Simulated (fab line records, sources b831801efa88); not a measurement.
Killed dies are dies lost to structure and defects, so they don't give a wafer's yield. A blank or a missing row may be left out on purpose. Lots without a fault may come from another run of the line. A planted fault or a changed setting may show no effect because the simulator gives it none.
Which tool did it? | flow sky130 | 24 lots, 72 wafers sampled, at 6 steps of a route of 708

WHAT THE GAUGES READ, wafer by wafer
SKY_RES_XHIGH_TW_MEAS_09.
lot  | measured     | on            | RES_XHIGH_TW
L074 | day 26 20:07 | film_metro-03 | 1643 1648 1655
L075 | day 27 05:19 | film_metro-02 | 1639 1629 1630
L076 | day 27 12:56 | film_metro-03 | 1636 1642 1637
L077 | day 28 02:17 | film_metro-02 | 1619 1619 1613
L078 | day 28 13:37 | film_metro-02 | 1608 1623 1621
L079 | day 28 16:36 | film_metro-03 | 1645 1656 1638
L080 | day 28 18:01 | film_metro-02 | 1617 1622 1622
L081 | day 29 03:15 | film_metro-03 | 1643 1654 1639
L082 | day 29 14:28 | film_metro-02 | 1634 1626 1630
L083 | day 29 22:36 | film_metro-03 | 1637 1647 1638
L084 | day 30 00:34 | film_metro-02 | 1635 1635 1625
L085 | day 30 11:16 | film_metro-01 | 1644 1641 1643
L086 | day 30 15:55 | film_metro-01 | 1641 1637 1639
L089 | day 32 13:04 | film_metro-02 | 1637 1631 1627
L087 | day 32 13:34 | film_metro-01 | 1638 1641 1638
L088 | day 32 14:23 | film_metro-02 | 1629 1632 1628
L090 | day 32 14:28 | film_metro-01 | 1646 1636 1636
L091 | day 32 15:02 | film_metro-03 | 1656 1636 1650
L092 | day 32 18:43 | film_metro-03 | 1649 1657 1651
L093 | day 32 23:02 | film_metro-03 | 1644 1644 1649
L094 | day 33 05:22 | film_metro-02 | 1630 1629 1632
L095 | day 33 16:13 | film_metro-01 | 1618 1625 1629
L096 | day 34 01:41 | film_metro-01 | 1627 1619 1621
L097 | day 34 11:23 | film_metro-02 | 1627 1626 1626

SKY_VIA2_THK_MEAS_01.
lot  | measured     | on            | VIA2_HDPCVD_THK (nm)
L074 | day 35 14:46 | film_metro-04 | 1143 1149 1135
L075 | day 35 16:01 | film_metro-04 | 1142 1130 1142
L076 | day 35 22:04 | film_metro-04 | 1201 1188 1212
L077 | day 36 08:42 | film_metro-01 | 1172 1202 1175
L078 | day 36 19:53 | film_metro-02 | 1177 1188 1178
L079 | day 37 00:52 | film_metro-01 | 1167 1142 1133
L080 | day 37 01:13 | film_metro-02 | 1164 1186 1190
L081 | day 37 11:02 | film_metro-04 | 1173 1179 1203
L082 | day 37 20:56 | film_metro-01 | 1184 1201 1194
L083 | day 38 03:40 | film_metro-02 | 1147 1155 1170
L084 | day 38 09:36 | film_metro-02 | 1156 1155 1164
L085 | day 38 14:26 | film_metro-02 | 1170 1211 1200
L086 | day 38 20:31 | film_metro-02 | 1177 1164 1176
L089 | day 40 12:05 | film_metro-02 | 1163 1204 1199
L087 | day 40 13:51 | film_metro-02 | 1197 1158 1197
L088 | day 40 14:14 | film_metro-02 | 1223 1189 1193
L090 | day 40 14:35 | film_metro-02 | 1176 1192 1202
L091 | day 40 15:34 | film_metro-02 | 1203 1191 1203
L092 | day 40 17:32 | film_metro-04 | 1213 1197 1166
L093 | day 40 21:40 | film_metro-04 | 1192 1212 1184
L094 | day 41 01:44 | film_metro-02 | 1170 1176 1214
L095 | day 41 17:59 | film_metro-01 | 1184 1176 1185
L096 | day 42 00:22 | film_metro-04 | 1155 1164 1174
L097 | day 42 07:55 | film_metro-02 | 1151 1159 1149

SKY_VIA2_THK_MEAS_23: measures by xrf.
lot  | measured     | on            | VIA2_W_THK (nm)
L074 | day 36 18:03 | film_metro-01 | 441 433 440
L075 | day 36 19:40 | film_metro-01 | 429 438 425
L076 | day 37 01:08 | film_metro-04 | 428 427 429
L077 | day 37 12:01 | film_metro-04 | 429 432 438
L078 | day 37 22:59 | film_metro-01 | 434 435 431
L079 | day 38 04:20 | film_metro-01 | 436 431 437
L080 | day 38 04:38 | film_metro-02 | 432 433 432
L081 | day 38 14:09 | film_metro-04 | 437 436 430
L082 | day 38 22:44 | film_metro-04 | 433 434 441
L083 | day 39 06:40 | film_metro-01 | 423 431 422
L084 | day 39 12:24 | film_metro-04 | 437 437 431
L085 | day 39 17:44 | film_metro-01 | 428 429 429
L086 | day 39 23:22 | film_metro-01 | 442 428 447
L089 | day 41 14:10 | film_metro-01 | 437 425 426
L087 | day 41 16:26 | film_metro-04 | 452 453 438
L088 | day 41 16:43 | film_metro-01 | 441 435 433
L090 | day 41 17:02 | film_metro-01 | 430 448 430
L091 | day 41 18:34 | film_metro-01 | 443 462 438
L092 | day 41 20:30 | film_metro-02 | 427 444 444
L093 | day 41 23:22 | film_metro-01 | 454 452 429
L094 | day 42 03:41 | film_metro-04 | 429 432 429
L095 | day 42 20:00 | film_metro-04 | 435 440 436
L096 | day 43 01:20 | film_metro-04 | 464 436 452
L097 | day 43 09:01 | film_metro-02 | 442 438 438

SKY_CAPM_THK_MEAS_01.
lot  | measured     | on            | CAPM_CVD_00_THK (nm)
L074 | day 36 18:36 | film_metro-04 | 15.61 15.43 15.76
L075 | day 36 20:13 | film_metro-01 | 15.16 15.64 15.83
L076 | day 37 01:40 | film_metro-01 | 15.34 15.43 15.93
L077 | day 37 12:34 | film_metro-03 | 15.78 15.67 15.52
L078 | day 37 23:32 | film_metro-04 | 15.57 15.82 15.60
L079 | day 38 04:53 | film_metro-03 | 15.63 15.64 15.46
L080 | day 38 05:10 | film_metro-03 | 15.28 15.22 15.54
L081 | day 38 14:41 | film_metro-03 | 15.05 15.31 15.56
L082 | day 38 23:16 | film_metro-01 | 15.61 15.66 15.65
L083 | day 39 07:13 | film_metro-04 | 15.49 15.47 15.85
L084 | day 39 12:56 | film_metro-03 | 15.93 16.11 15.64
L085 | day 39 18:16 | film_metro-03 | 15.23 15.32 15.49
L086 | day 39 23:55 | film_metro-04 | 15.71 15.63 15.90
L089 | day 41 14:47 | film_metro-01 | 15.40 15.39 15.67
L087 | day 41 17:52 | film_metro-04 | 15.71 15.57 16.01
L088 | day 41 18:10 | film_metro-04 | 15.43 15.81 15.66
L090 | day 41 18:28 | film_metro-03 | 15.51 15.46 15.74
L091 | day 41 19:40 | film_metro-03 | 15.59 15.57 15.50
L092 | day 41 21:02 | film_metro-04 | 15.92 15.77 15.80
L093 | day 41 23:54 | film_metro-04 | 15.56 15.89 15.49
L094 | day 42 04:14 | film_metro-01 | 15.58 16.05 16.01
L095 | day 42 20:32 | film_metro-01 | 15.27 15.58 15.70
L096 | day 43 01:53 | film_metro-04 | 15.65 15.44 15.79
L097 | day 43 09:34 | film_metro-03 | 15.61 15.95 15.36

WHICH TOOL RAN EACH LOT (tool, then ch and the chambers of the sampled wafers, then the start)
lot  | SKY_VIA1_ETCH_15                   | SKY_VIA2_CMP_02
L074 | rie_diel-01 ch 1,2,3, day 34 08:58 | cmp-02 ch 0,2,3, day 35 14:50
L075 | rie_diel-03 ch 0,1,2, day 34 10:31 | cmp-02 ch 0,1, day 35 16:08
L076 | rie_diel-01 ch 2,3, day 34 16:43   | cmp-02 ch 1,2,3, day 35 22:11
L077 | rie_diel-03 ch 1,2,3, day 35 03:38 | cmp-01 ch 0,1,3, day 36 08:46
L078 | rie_diel-04 ch 0,3, day 35 15:53   | cmp-02 ch 1,2, day 36 19:56
L079 | rie_diel-04 ch 1,3, day 35 19:35   | cmp-02 ch 0,1,3, day 37 00:58
L080 | rie_diel-01 ch 0,1, day 35 19:56   | cmp-02 ch 1,2,3, day 37 01:22
L081 | rie_diel-04 ch 1,2,3, day 36 05:56 | cmp-01 ch 0,1, day 37 11:12
L082 | rie_diel-03 ch 1,2,3, day 36 16:26 | cmp-01 ch 0,1, day 37 20:59
L083 | rie_diel-03 ch 0,1,3, day 36 22:37 | cmp-02 ch 0,1,3, day 38 03:49
L084 | rie_diel-01 ch 0,3, day 37 05:13   | cmp-01 ch 0,3, day 38 09:38
L085 | rie_diel-01 ch 0,2, day 37 09:49   | cmp-01 ch 1,2,3, day 38 14:36
L086 | rie_diel-01 ch 0,1,2, day 37 16:26 | cmp-02 ch 0,1,3, day 38 20:35
L089 | rie_diel-01 ch 1,2,3, day 39 08:49 | cmp-02 ch 1,3, day 40 12:08
L087 | rie_diel-01 ch 2,3, day 39 10:44   | cmp-02 ch 0,1,2, day 40 14:01
L088 | rie_diel-03 ch 0,1,3, day 39 11:05 | cmp-02 ch 0,1,2, day 40 14:18
L090 | rie_diel-04 ch 0,1, day 39 11:13   | cmp-01 ch 0,3, day 40 14:41
L091 | rie_diel-03 ch 0,1,2, day 39 11:47 | cmp-02 ch 0,1,2, day 40 15:46
L092 | rie_diel-01 ch 0,3, day 39 14:28   | cmp-02 ch 1,3, day 40 17:34
L093 | rie_diel-03 ch 1,2, day 39 18:50   | cmp-01 ch 1,2, day 40 21:44
L094 | rie_diel-04 ch 0,1,3, day 39 23:02 | cmp-02 ch 2,3, day 41 01:47
L095 | rie_diel-04 ch 0,1, day 40 14:26   | cmp-01 ch 1,3, day 41 18:39
L096 | rie_diel-01 ch 0,1,3, day 40 20:29 | cmp-02 ch 0,1, day 42 00:23
L097 | rie_diel-03 ch 0,3, day 41 05:31   | cmp-01 ch 0,1,2, day 42 08:08
- SKY_VIA1_ETCH_15: etches SiO2 in C4F8/O2/Ar, stops on TiN, target depth 351 nm, time 54 s.
- SKY_VIA2_CMP_02: polishes SiO2.

WHAT THE TOOLS THEMSELVES READ (means of the sampled wafers that have a number; where no wafer has one, the mark that the record gives instead)
SKY_VIA1_ETCH_15.
lot  | tool        | oes_product_au (a.u.)
L074 | rie_diel-01 | 0.983
L075 | rie_diel-03 | 0.984
L076 | rie_diel-01 | 0.982
L077 | rie_diel-03 | 0.981
L078 | rie_diel-04 | 0.972
L079 | rie_diel-04 | 0.982
L080 | rie_diel-01 | 0.982
L081 | rie_diel-04 | 0.974
L082 | rie_diel-03 | 0.993
L083 | rie_diel-03 | 0.980
L084 | rie_diel-01 | 0.979
L085 | rie_diel-01 | 0.978
L086 | rie_diel-01 | 0.976
L089 | rie_diel-01 | 0.989
L087 | rie_diel-01 | 0.988
L088 | rie_diel-03 | 0.984
L090 | rie_diel-04 | 0.986
L091 | rie_diel-03 | 0.976
L092 | rie_diel-01 | 0.976
L093 | rie_diel-03 | 0.993
L094 | rie_diel-04 | 0.980
L095 | rie_diel-04 | 0.987
L096 | rie_diel-01 | 0.983
L097 | rie_diel-03 | 0.983

SKY_VIA2_CMP_02.
lot  | tool   | motor_current_A (A)
L074 | cmp-02 | 11.9
L075 | cmp-02 | 13.0
L076 | cmp-02 | 12.3
L077 | cmp-01 | 13.7
L078 | cmp-02 | 12.6
L079 | cmp-02 | 12.6
L080 | cmp-02 | 12.2
L081 | cmp-01 | 14.0
L082 | cmp-01 | 13.3
L083 | cmp-02 | 12.6
L084 | cmp-01 | 13.6
L085 | cmp-01 | 12.9
L086 | cmp-02 | 12.8
L089 | cmp-02 | 12.3
L087 | cmp-02 | 12.1
L088 | cmp-02 | 12.6
L090 | cmp-01 | 13.9
L091 | cmp-02 | 12.1
L092 | cmp-02 | 12.5
L093 | cmp-01 | 12.7
L094 | cmp-02 | 11.5
L095 | cmp-01 | 14.0
L096 | cmp-02 | 12.6
L097 | cmp-01 | 12.9

THE ANSWER, worked out from the rows above alone
Rule: what is usual is taken from the lots themselves. Put in order of their means at a reading, lots are off if they are a third of the lots or fewer, leave a main group of 4 or more, and stand apart from it by a gap of 3 or more times the standard deviation of the main group's means; of several such gaps the widest counts. A main group whose means are all the same, to the digits that the tables above print for the reading, isn't used. A lot without any number at a reading at which 4 lots or more have one is off too. The other lots that the step has rows for count as sound. The gauges are gone through in route order, then the tools' own readings, and for those a lot's mean is taken as printed above. The first step at which some lot is off is used, and at that step the reading that is off furthest; a lot without a number counts as furthest.
No lot is off at any reading shown: from this, nothing can be told.

WHAT THE SIMULATOR HAD PUT IN
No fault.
